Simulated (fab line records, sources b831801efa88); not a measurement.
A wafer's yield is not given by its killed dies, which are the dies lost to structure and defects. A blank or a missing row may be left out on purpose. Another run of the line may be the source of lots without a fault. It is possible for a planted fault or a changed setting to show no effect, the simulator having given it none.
Tool commonality check | flow sky130 | Sample size 13 lots and 48 wafers

## WHY IT WAS OPENED
Of 13 lots, 3 have the reading VT_ADJUST_PCH_TW flagged at SKY_VT_ADJUST_PCH_TW_MEAS_10. Wafers without a fault read 143.6, standard deviation 1.4.
Rule: a lot is flagged in two cases, either no wafer of it has a number, or all its wafers with numbers fall more than 4 standard deviations from that mean. The other lots count as sound.

lot  | measured     | on            | VT_ADJUST_PCH_TW, wafer by wafer    | flag
L211 | day 11 16:39 | film_metro-04 | 142.8 143.0 143.4                   |
L212 | day 11 19:07 | film_metro-02 | 144.6 144.6 143.5                   |
L213 | day 12 04:26 | film_metro-02 | 143.9 144.3 143.7                   |
L215 | day 12 18:38 | film_metro-04 | 143.4 142.5 144.1                   |
L216 | day 13 02:23 | film_metro-03 | 141.4 141.5 140.5                   |
L219 | day 13 21:56 | film_metro-02 | 144.9 144.0 144.0                   |
L223 | day 15 07:32 | film_metro-04 | 114.4 113.3 114.7 113.8 113.9 114.3 | FLAGGED
L224 | day 15 10:39 | film_metro-04 | 114.4 114.7 114.6 114.2 114.8 114.4 | FLAGGED
L225 | day 15 15:44 | film_metro-02 | 114.8 115.2 113.9 114.5 114.7 115.2 | FLAGGED
L227 | day 16 07:14 | film_metro-04 | 144.8 144.3 144.9                   |
L229 | day 17 00:17 | film_metro-02 | 144.2 145.3 145.0                   |
L230 | day 17 20:05 | film_metro-04 | 145.5 143.6 144.6                   |
L232 | day 18 04:22 | film_metro-02 | 144.4 143.9 144.6                   |
On average the flagged lots' numbers are 114.4, which is -29.2 against the usual, or -21 standard deviations.

## WHICH TOOL RAN EACH LOT
The record keeps 1 process step preceding the reading, out of 708 steps on the route. Cell contents, in order: the tool; ch with the chambers the sampled wafers went through; the start.
lot  | flag    | SKY_VT_ADJUST_PCH_IMPLANT_08
L211 |         | implanter-01 ch 0, day 11 16:25
L212 |         | implanter-03 ch 0, day 11 18:53
L213 |         | implanter-02 ch 0, day 12 04:13
L215 |         | implanter-03 ch 0, day 12 18:23
L216 |         | implanter-01 ch 0, day 13 02:08
L219 |         | implanter-03 ch 0, day 13 21:41
L223 | FLAGGED | implanter-03 ch 0, day 15 07:17
L224 | FLAGGED | implanter-03 ch 0, day 15 10:25
L225 | FLAGGED | implanter-03 ch 0, day 15 15:29
L227 |         | implanter-01 ch 0, day 16 06:59
L229 |         | implanter-01 ch 0, day 17 00:02
L230 |         | implanter-01 ch 0, day 17 19:50
L232 |         | implanter-01 ch 0, day 18 04:10
These steps, and what they do:
- SKY_VT_ADJUST_PCH_IMPLANT_08
- SKY_VT_ADJUST_PCH_TW_MEAS_10

## FLAGGED AGAINST TOTAL, ONE TOOL AT A TIME (gauges that did the reading follow at the end)
step                         | tool          | lots run | flagged | share of the flagged lots | sound lots run after its first flagged lot
SKY_VT_ADJUST_PCH_IMPLANT_08 | implanter-01  | 6        | 0       | none                      | -
SKY_VT_ADJUST_PCH_IMPLANT_08 | implanter-02  | 1        | 0       | none                      | -
SKY_VT_ADJUST_PCH_IMPLANT_08 | implanter-03  | 6        | 3       | all                       | 0
SKY_VT_ADJUST_PCH_TW_MEAS_10 | film_metro-02 | 6        | 1       | some                      | 2 (L229,L232)
SKY_VT_ADJUST_PCH_TW_MEAS_10 | film_metro-03 | 1        | 0       | none                      | -
SKY_VT_ADJUST_PCH_TW_MEAS_10 | film_metro-04 | 6        | 2       | some                      | 2 (L227,L230)

## WHAT THE TABLE PERMITS
In the table, 1 row covers all flagged lots: implanter-03 at SKY_VT_ADJUST_PCH_IMPLANT_08.
- implanter-03 at SKY_VT_ADJUST_PCH_IMPLANT_08: 3 of its 6 lots flagged. Its last sound lot is L219 (day 13 21:41), its first flagged lot L223 (day 15 07:17): a fault that began between those two fits. Its own readings (dose_ions_cm2, faraday_current_uA) fall more than 4 standard deviations out on all wafers of the flagged lots.
What remains is a single tool, implanter-03 at SKY_VT_ADJUST_PCH_IMPLANT_08.

## WHAT THE SIMULATOR PUT IN
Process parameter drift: implanter-03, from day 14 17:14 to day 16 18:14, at SKY_VT_ADJUST_PCH_IMPLANT_08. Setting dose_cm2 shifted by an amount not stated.
Lots struck among those shown: L223, L224, L225. The rule given above showed the same thing.
